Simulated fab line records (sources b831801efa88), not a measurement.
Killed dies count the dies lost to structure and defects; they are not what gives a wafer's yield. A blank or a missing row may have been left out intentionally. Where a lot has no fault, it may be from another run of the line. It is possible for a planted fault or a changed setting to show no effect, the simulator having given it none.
Which tool is to blame?    flow sky130    14 lots, 42 wafers sampled, at 3 steps of a route of 708

## WHAT EACH GAUGE READ, for each wafer
SKY_SONOS_TUNNEL_CD_MEAS_07 targets a cd of 410 nm. Usual: cd_nm at 410.5 nm, with a standard deviation of 2.7.
lot   measured      on         cd_nm (nm)         flag
L484  day 11 07:57  cd_sem-01  410.6 411.4 410.4  
L483  day 11 10:11  cd_sem-01  409.8 412.7 413.4  
L485  day 12 03:03  cd_sem-02  411.6 412.5 412.3  
L491  day 13 15:40  cd_sem-02  410.1 407.4 410.9  
L494  day 14 22:26  cd_sem-02  408.4 409.4 408.8  
L495  day 15 08:08  cd_sem-01  407.5 410.7 407.8  
L496  day 15 13:22  cd_sem-01  409.8 410.8 410.8  
L497  day 15 20:51  cd_sem-01  407.7 412.0 407.3  
L499  day 16 14:28  cd_sem-01  414.4 413.0 413.3  
L502  day 17 06:32  cd_sem-01  409.5 406.4 409.4  
L503  day 18 03:36  cd_sem-02  408.3 409.4 408.3  
L504  day 18 22:53  cd_sem-01  410.1 406.9 411.0  
L506  day 19 12:52  cd_sem-02  407.6 406.4 407.9  
L505  day 19 13:59  cd_sem-02  414.1 415.6 414.2  

SKY_SONOS_ONO_THK_MEAS_03. Usual: SONOS_ONO_CVD_02_THK typically reads 10.43 nm, with standard deviation 0.13.
lot   measured      on             SONOS_ONO_CVD_02_THK (nm)  flag
L484  day 11 11:04  film_metro-02  10.67 10.58 10.60          
L483  day 11 15:46  film_metro-04  10.60 10.36 10.39          
L485  day 12 06:29  film_metro-04  10.48 10.52 10.45          
L491  day 13 19:17  film_metro-04  10.49 10.47 10.43          
L494  day 15 04:27  film_metro-03  10.35 10.10 10.27          
L495  day 15 11:47  film_metro-02  10.23 10.25 10.08          
L496  day 15 16:28  film_metro-04  10.33 10.40 10.20          
L497  day 16 02:10  film_metro-03  10.55 10.59 10.57          
L499  day 16 17:37  film_metro-04  10.52 10.51 10.63          
L502  day 17 13:07  film_metro-02  10.57 10.56 10.50          
L503  day 18 10:28  film_metro-03  10.41 10.41 10.42          
L504  day 19 04:22  film_metro-03  10.68 10.56 10.60          
L506  day 19 15:58  film_metro-02  10.41 10.51 10.42          
L505  day 19 17:19  film_metro-04  10.53 10.30 10.38          

SKY_POLY_GATE_OVL_MEAS_14. Usual: POLY_GATE_OVL typically reads 0 nm, with standard deviation 5.1.
lot   measured      on          POLY_GATE_OVL (nm)  flag
L484  day 16 05:58  overlay-01  6 6 5               
L483  day 16 06:47  overlay-01  4 8 -1              
L485  day 17 05:44  overlay-01  4 -2 5              
L491  day 19 00:58  overlay-02  5 -1 3              
L494  day 20 13:47  overlay-01  0 4 0               
L495  day 20 19:52  overlay-02  -5 -2 -3            
L496  day 21 01:38  overlay-01  -1 2 -4             
L497  day 21 14:38  overlay-01  5 10 7              
L499  day 22 02:10  overlay-01  4 -2 3              
L502  day 23 00:28  overlay-01  11 2 6              
L503  day 23 22:14  overlay-01  9 2 6               
L504  day 24 12:31  overlay-02  4 -3 0              
L506  day 25 00:40  overlay-02  -13 -5 -4           
L505  day 25 02:46  overlay-01  -3 2 2              

## TOOL THAT RAN EACH LOT (tool first, then ch and the chambers of the sampled wafers, then the start)
The record holds no process step before these readings.

## WHAT THE TOOLS THEMSELVES READ (means of the sampled wafers that have a number; where no wafer has one, the mark that the record gives instead)
The record holds no such reading with a usual standard deviation.

## THE ANSWER, worked out from the rows above alone
Rule: a lot counts as off when the mean over its wafers that have a number is more than 3 standard deviations away from the usual mean. A lot without any number at a reading at which 4 lots or more have one is off too. Where the step has rows for the other lots, those lots are counted as sound. First the gauges in route order, then the tools' own readings, where a lot's mean is used as printed above. The first step at which some lot is off is used, and at that step the reading that is off furthest; a lot without a number counts as furthest.
Nothing can be told from this: no lot is off at any reading shown.

## WHAT WAS PUT IN BY THE SIMULATOR
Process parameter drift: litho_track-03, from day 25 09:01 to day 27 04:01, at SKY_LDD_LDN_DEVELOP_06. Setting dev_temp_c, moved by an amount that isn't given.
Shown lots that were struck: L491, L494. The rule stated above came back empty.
